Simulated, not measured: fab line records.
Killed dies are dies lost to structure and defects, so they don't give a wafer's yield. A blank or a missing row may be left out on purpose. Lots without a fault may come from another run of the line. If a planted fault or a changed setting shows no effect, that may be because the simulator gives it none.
fab line records	flow sky130
[record] lots = 6	wafers = 18	last-day = 50
route steps=708 shown POLY_GATE@213 RES_PROTECT@214
lots untouched by any fault: they come from a run of this same line in which no faults occurred
start-h: the number of hours between the record's first day and the start of the first shown wafer of the lot	wait-h: hours elapsed since this lot's preceding step	" as in the row above	L1.1+2: a single row standing in for several wafers	- either no value or no given start	* or withheld: withheld	< > ~ a bound
route shown NAME@n: NAME is a module with steps in the file, n the number in the route of the first one	usual: the fault-free wafers' mean and standard deviation	same: alike in all rows	chamber/n: place in a boat	sites: each site's reading	_std_site: standard deviation of those values	_edge_site: mean of outer sites minus mean of inner sites	radius-mm: how far each site lies from the wafer's centre	mask NAME#n: copy n	behind: tool/chamber where the wafer was last shaped	hold: cause of the lot's hold/its duration in hours/its outcome	device: names the non-switching transistor (n, p or np)	end of line: the same wafers' tests at the end of the route	where a step has no rows: the recipe by itself	killed: dies that structure and defects cost at the first sort, which is not the same as the wafer's yield	map: dies across one wafer; x = killed, . = not, _ = none there
set.NAME: the setting the step ran with; set.NAME@STEP: the setting that earlier step ran with	model.NAME: the simulator's own value behind a step, which no gauge read
lots at selected steps of the route; one table per step, one row per wafer
services: from which hour (start-h, from the record's first day; less than 0 if before it) a tool's chamber was out of use, for how many hours, and why
[[steps]]
[step SKY_POLY_GATE_IMPLANT_02]
[recipe] species = P	energy-kev = 30	dose-cm2 = 7.7e+15	tilt-deg = 0
[step SKY_RES_PROTECT_STRIP_07]
[recipe] chemistry = O2/N2	power-w = 1400	pressure-mtorr = 1500	platen-temp-c = withheld	o2-flow-sccm = 3000	n2-flow-sccm = 300	overash-fraction = 0.5
[usual] drypump-motor-current-A = 5.7/0.42	oes-product-au = 0.517/0.0048	strip-time-to-endpoint-s = 23.32/0.042
lot.wafer	tool	chamber	start-h	wait-h	drypump-motor-current-A	oes-product-au	rf-hours-counter-h	strip-time-to-endpoint-s
L631.2	plasma-asher-04	0	408.97	0.1	5.9	0.518	28	23.37
L631.4	"	1	"	"	6.3	0.518	-	23.33
L631.5	"	0	"	"	5.9	0.517	-	23.35
L632.1	plasma-asher-01	1	426.49	0.1	5.7	0.513	75	23.36
L632.5	"	1	"	"	5.7	0.518	-	23.35
L632.6	"	0	"	"	5.2	0.515	-	23.34
L634.3	plasma-asher-04	0	441.83	0.1	5.9	0.511	-	23.32
L634.5	"	0	"	"	5.9	0.513	-	23.36
L634.6	"	1	"	"	6.4	0.520	-	23.39
L640.1	plasma-asher-01	0	485.26	0.1	5.2	0.511	81	23.30
L640.4	"	1	"	"	5.7	0.519	-	23.31
L640.6	"	0	"	"	5.2	0.520	-	23.33
L641.3	plasma-asher-02	0	498.38	0.1	5.7	0.516	-	23.35
L641.5	"	0	"	"	5.7	0.515	-	23.31
L641.6	"	1	"	"	5.1	0.515	-	23.33
L646.1	plasma-asher-02	1	534.29	0.1	5.1	0.518	69	23.31
L646.3	"	1	"	"	5.1	0.530	-	23.34
L646.4	"	0	"	"	5.7	0.513	-	23.33
[step SKY_RES_PROTECT_TW_MEAS_08]
[usual] POLY_GATE_TW = 4030/43
lot.wafer	tool	chamber	start-h	wait-h	POLY_GATE_TW
L631.2	film-metro-01	-	409.08	0.1	4016
L631.4	"	-	"	"	3964
L631.5	"	-	"	"	3971
L632.1	film-metro-01	-	426.59	0.1	3960
L632.5	"	-	"	"	3995
L632.6	"	-	"	"	3978
L634.3	film-metro-03	-	441.92	0.1	4058
L634.5	"	-	"	"	4084
L634.6	"	-	"	"	4061
L640.1	film-metro-03	-	485.36	0.1	4061
L640.4	"	-	"	"	4044
L640.6	"	-	"	"	4062
L641.3	film-metro-01	-	498.47	0.1	3998
L641.5	"	-	"	"	3993
L641.6	"	-	"	"	3997
L646.1	film-metro-03	-	534.39	0.1	4065
L646.3	"	-	"	"	4092
L646.4	"	-	"	"	4062
[step SKY_RES_PROTECT_CLEAN_09]
[recipe] chemistry = SC1/SC2	mix = 1:4:20	temp-c = 70	time-s = 150	dry = n2-spin
[step SKY_POLY_GATE_CVD_03]
[recipe] material = Si3N4	precursor = DCS/NH3	target-thk-nm = 75	temp-c = 770	time-s = 1290	pressure-mtorr = 250
[step SKY_POLY_GATE_THK_MEAS_04]
[recipe] reads = Si3N4_of_POLY_GATE_CVD_03
[usual] POLY_GATE_CVD_03_THK = 74.3/0.7
lot.wafer	tool	chamber	start-h	wait-h	POLY_GATE_CVD_03_THK[nm]
L631.2	film-metro-03	-	410.54	0.0	73.5
L631.4	"	-	"	"	74.0
L631.5	"	-	"	"	74.2
L632.1	film-metro-01	-	428.06	0.0	74.0
L632.5	"	-	"	"	73.8
L632.6	"	-	"	"	73.9
L634.3	film-metro-03	-	443.39	0.0	76.1
L634.5	"	-	"	"	75.2
L634.6	"	-	"	"	75.9
L640.1	film-metro-04	-	487.51	0.0	74.2
L640.4	"	-	"	"	75.3
L640.6	"	-	"	"	74.7
L641.3	film-metro-04	-	499.97	0.0	75.7
L641.5	"	-	"	"	75.5
L641.6	"	-	"	"	76.0
L646.1	film-metro-01	-	535.87	0.0	75.1
L646.3	"	-	"	"	73.9
L646.4	"	-	"	"	74.3
[step SKY_POLY_GATE_DEHYDRATE_05]
[recipe] temp-c = 200	time-s = 60
[step SKY_POLY_GATE_HMDS_06]
[recipe] prime-time-s = 60	prime-temp-c = 120
[step SKY_POLY_GATE_COAT_07]
[recipe] resist = BARC	temp-c = withheld	time-s = withheld	spin-rpm = 3000	resist-thk-nm = 110
[step SKY_POLY_GATE_COAT_08]
[recipe] resist = KrF-thick	spin-rpm = 3000	resist-thk-nm = 450
[step SKY_POLY_GATE_SOFTBAKE_09]
[recipe] temp-c = 100	time-s = 90	resist = KrF-thick
[step SKY_POLY_GATE_EXPOSE_10]
[recipe] mask-id = P1M	na = 0.68	source-shape = conventional	sigma-outer = 0.6	target-cd-nm = 150	dose-mj = 28
[step SKY_POLY_GATE_PEB_11]
[recipe] peb-temp-c = withheld	peb-time-s = withheld	resist = KrF-thick
[usual] chill-plate-temp-C = *	exhaust-pa = 45.1/0.85
lot.wafer	tool	chamber	start-h	wait-h	chill-plate-temp-C	exhaust-pa
L631.2	litho-track-04	0	440	-	*	46.6
L631.4	"	0	"	"	*	45.5
L631.5	"	0	"	"	*	46.1
L632.1	litho-track-04	0	458	-	*	45.7
L632.5	"	0	"	"	*	45.8
L632.6	"	0	"	"	*	44.3
L634.3	litho-track-03	0	473	-	*	45.0
L634.5	"	0	"	"	*	43.7
L634.6	"	0	"	"	*	45.4
L640.1	litho-track-03	-	517	-	-	-
L640.4	"	-	"	"	-	-
L640.6	"	-	"	"	-	-
L641.3	litho-track-02	-	530	-	-	-
L641.5	"	-	"	"	-	-
L641.6	"	-	531	-	-	-
L646.1	litho-track-03	0	565	-	*	46.4
L646.3	"	0	"	"	*	46.0
L646.4	"	0	"	"	*	44.6
[step SKY_POLY_GATE_DEVELOP_12]
[recipe] develop-time-s = 60	resist = KrF-thick	dev-temp-c = 21
[[services]]
tool	chamber	start-h	hours	kind
plasma-asher-04	-	385.81	1.2	repair
plasma-asher-04	-	420.45	4.3	pm
plasma-asher-01	-	455.98	4.2	repair
plasma-asher-02	-	464.49	2.4	repair
plasma-asher-01	-	464.81	1.4	repair
plasma-asher-01	-	500.85	1.5	repair
plasma-asher-02	-	563.22	1.2	repair
[[key]]
[first-sign] step = SKY_POLY_GATE_PEB_11	reading = tool-record	direction = missing
effect none on later readings
met-at SKY_POLY_GATE_PEB_11
struck-wafers L640.1,L640.4,L640.6,L641.3,L641.5,L641.6
later-rows-left-out L640.1,L640.4,L640.6,L641.3,L641.5,L641.6
sort-left-out L640.1,L640.4,L640.6,L641.3,L641.5,L641.6
tester-left-out L640,L641
onset-between 473 517
[fault] kind = skipped-step-whole	tool = litho-track-02,litho-track-03	chamber = -	onset-h = 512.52	steps = SKY_POLY_GATE_PEB_11	scope = struck-lots-only
// tester-left-out: of these lots the tester's yield and bins aren't shown, on N5 and GAA mostly nor the transistor test; their killed dies are dies lost to structure and defects alone, not to doping, threshold or leakage, so they don't give the yield
// sort-left-out: the simulated sort isn't trusted on such a fault, so these wafers' sort isn't shown, and their yield isn't known
// later-rows-left-out: the simulator's readings of these wafers behind a module that went badly wrong aren't trusted and aren't shown, but for the sort
